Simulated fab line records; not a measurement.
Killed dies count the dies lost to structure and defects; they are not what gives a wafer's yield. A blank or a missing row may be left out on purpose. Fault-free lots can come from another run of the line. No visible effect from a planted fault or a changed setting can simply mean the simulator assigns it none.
The tool behind it: which one? | flow sky130 | 10 lots with 28 wafers sampled at 6 steps, on a route of 708 steps

WHAT EACH GAUGE READ, for each wafer
SKY_METAL2_OVL_MEAS_16.
lot  | measured     | on         | METAL2_OVL (nm)
L994 | day 36 08:31 | overlay-02 | 0 7 0
L996 | day 37 00:26 | overlay-01 | -10 -2 -6
L995 | day 37 02:05 | overlay-01 | 1 2 4
L102 | day 38 03:33 | overlay-01 | 1 0
L103 | day 38 18:05 | overlay-02 | -3 5
L107 | day 39 07:05 | overlay-01 | 3 -5 -3
L109 | day 39 11:16 | overlay-02 | 4 0 4
L111 | day 40 18:29 | overlay-02 | -8 -13 -6
L114 | day 41 11:29 | overlay-02 | -7 -2 0
L115 | day 41 12:29 | overlay-01 | -4 -1 0

SKY_CAPM_RS_MEAS_03: measures by four-point-probe.
lot  | measured     | on            | CAPM_TIN_RS (ohm/sq)
L994 | day 37 13:32 | film metro-02 | 6.85 6.91 6.88
L996 | day 38 05:25 | film metro-03 | 6.97 7.00 6.93
L995 | day 38 07:14 | film metro-03 | 6.92 6.92 6.96
L102 | day 39 08:10 | film metro-02 | 8.01 6.95
L103 | day 39 20:28 | film metro-02 | 7.92 6.89
L107 | day 40 09:45 | film metro-02 | 6.79 6.74 6.82
L109 | day 40 14:29 | film metro-02 | 6.89 6.76 6.95
L111 | day 41 22:11 | film metro-02 | 7.01 6.88 6.94
L114 | day 42 15:02 | film metro-01 | 6.92 7.01 6.94
L115 | day 42 15:51 | film metro-03 | 6.80 6.88 6.71

SKY_CAPM_THK_MEAS_04: measures by xrf.
lot  | measured     | on            | CAPM_TIN_THK (nm)
L994 | day 37 13:39 | film metro-02 | 205.2 202.6 203.6
L996 | day 38 05:32 | film metro-03 | 201.1 200.7 204.1
L995 | day 38 07:20 | film metro-03 | 203.9 203.4 201.4
L102 | day 39 08:16 | film metro-02 | 175.0 201.2
L103 | day 39 20:34 | film metro-02 | 176.9 202.9
L107 | day 40 09:52 | film metro-02 | 204.4 208.1 205.5
L109 | day 40 14:37 | film metro-02 | 201.9 206.6 201.9
L111 | day 41 22:18 | film metro-02 | 200.6 203.2 201.2
L114 | day 42 15:08 | film metro-01 | 201.8 200.3 201.6
L115 | day 42 15:58 | film metro-03 | 206.0 203.2 207.8

EACH LOT AND THE TOOL THAT RAN IT (in order: tool; ch and the chambers of the sampled wafers; start)
lot  | SKY_METAL2_SPUTTER_04        | SKY_VIA2_CVD_21               | SKY_CAPM_SPUTTER_02
L994 | pvd sputter-04, day 35 07:01 | cvd w-01 ch 0,1, day 37 12:35 | pvd sputter-03, day 37 13:26
L996 | pvd sputter-04, day 35 22:49 | cvd w-01 ch 0,1, day 38 04:26 | pvd sputter-03, day 38 05:17
L995 | pvd sputter-04, day 36 00:23 | cvd w-02 ch 0,1, day 38 06:17 | pvd sputter-03, day 38 07:05
L102 | pvd sputter-03, day 37 01:10 | cvd w-01 ch 0,1, day 39 07:11 | pvd sputter-03, day 39 08:02
L103 | pvd sputter-02, day 37 16:37 | cvd w-01 ch 1, day 39 19:29   | pvd sputter-03, day 39 20:20
L107 | pvd sputter-02, day 38 05:55 | cvd w-02 ch 0,1, day 40 08:48 | pvd sputter-04, day 40 09:38
L109 | pvd sputter-02, day 38 10:52 | cvd w-01 ch 0,1, day 40 13:32 | pvd sputter-04, day 40 14:23
L111 | pvd sputter-04, day 39 19:28 | cvd w-02 ch 0,1, day 41 21:13 | pvd sputter-01, day 41 22:04
L114 | pvd sputter-04, day 40 10:38 | cvd w-01 ch 0,1, day 42 14:05 | pvd sputter-04, day 42 14:53
L115 | pvd sputter-02, day 40 11:55 | cvd w-02 ch 0,1, day 42 14:53 | pvd sputter-01, day 42 15:44
- SKY_METAL2_SPUTTER_04: material TiN, target thk 70 nm, time 58.3 s.
- SKY_VIA2_CVD_21: deposits W, target thk 420 nm, time 126.4 s.
- SKY_CAPM_SPUTTER_02: material TiN, target thk 200 nm, time 166.7 s.

WHAT THE TOOLS THEMSELVES READ (means of the sampled wafers that have a number; where no wafer has one, the mark that the record gives instead)
SKY_METAL2_SPUTTER_04.
lot  | tool           | throttle valve pct (%)
L994 | pvd sputter-04 | 29.5
L996 | pvd sputter-04 | 29.7
L995 | pvd sputter-04 | 29.8
L102 | pvd sputter-03 | 30.8
L103 | pvd sputter-02 | 29.0
L107 | pvd sputter-02 | 29.1
L109 | pvd sputter-02 | 29.6
L111 | pvd sputter-04 | 30.1
L114 | pvd sputter-04 | 29.8
L115 | pvd sputter-02 | 31.0

SKY_VIA2_CVD_21.
lot  | tool     | heater power w (W) | susceptor temp C (C)
L994 | cvd w-01 | 815                | 400.11
L996 | cvd w-01 | 819                | 400.12
L995 | cvd w-02 | 984                | 400.23
L102 | cvd w-01 | 832                | 400.07
L103 | cvd w-01 | 850                | 400.17
L107 | cvd w-02 | 926                | 399.91
L109 | cvd w-01 | 800                | 399.83
L111 | cvd w-02 | 992                | 400.16
L114 | cvd w-01 | 810                | 399.94
L115 | cvd w-02 | 980                | 400.18

SKY_CAPM_SPUTTER_02.
lot  | tool           | susceptor temp C (C) | throttle valve pct (%)
L994 | pvd sputter-03 | 300.02               | 29.8
L996 | pvd sputter-03 | 300.06               | 30.3
L995 | pvd sputter-03 | 300.12               | 29.2
L102 | pvd sputter-03 | 300.19               | 29.0
L103 | pvd sputter-03 | 300.25               | 29.1
L107 | pvd sputter-04 | 299.90               | 30.1
L109 | pvd sputter-04 | 299.96               | 29.9
L111 | pvd sputter-01 | 300.15               | 30.5
L114 | pvd sputter-04 | 299.66               | 29.8
L115 | pvd sputter-01 | 299.95               | 30.3

THE ANSWER, worked out from the rows above alone
Rule: the usual values come from the lots themselves. The widest of any qualifying gaps counts: lots, ordered by their means at a reading, are off when they make up no more than a third of the lots, leave a main group of 4 or more, and stand apart from it by 3 or more times the standard deviation of that group's means. If all means in a main group match to the digits the tables above print for the reading, that group is not used. Also off: a lot with no number at a reading for which 4 or more lots have one. Where the step has rows for the other lots, those lots are counted as sound. Order of review: gauges by route order, followed by the tools' own readings, for which a lot's mean as printed above is used. The first step at which some lot is off is used, and at that step the reading that is off furthest; a lot without a number counts as furthest.
Off: L102, L103, at SKY_CAPM_RS_MEAS_03 (CAPM_TIN_RS). The main group has a mean of 6.89 ohm/sq with a standard deviation of 0.067.
If a tool, at a process step before that reading, ran all the lots that are off and no sound lot after the first of them, it fits. Those tools and the gauges at SKY_CAPM_RS_MEAS_03 are tried in the same way. One candidate fits, namely pvd sputter-03 at SKY_CAPM_SPUTTER_02. A fault onset in the window from L995 (day 38 07:05, its last sound lot) to L102 (day 39 08:02, its first lot off) fits.

WHAT HAD BEEN PUT IN BY THE SIMULATOR
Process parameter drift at SKY_CAPM_SPUTTER_02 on pvd sputter-03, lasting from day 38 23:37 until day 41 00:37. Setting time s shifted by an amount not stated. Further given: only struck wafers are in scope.
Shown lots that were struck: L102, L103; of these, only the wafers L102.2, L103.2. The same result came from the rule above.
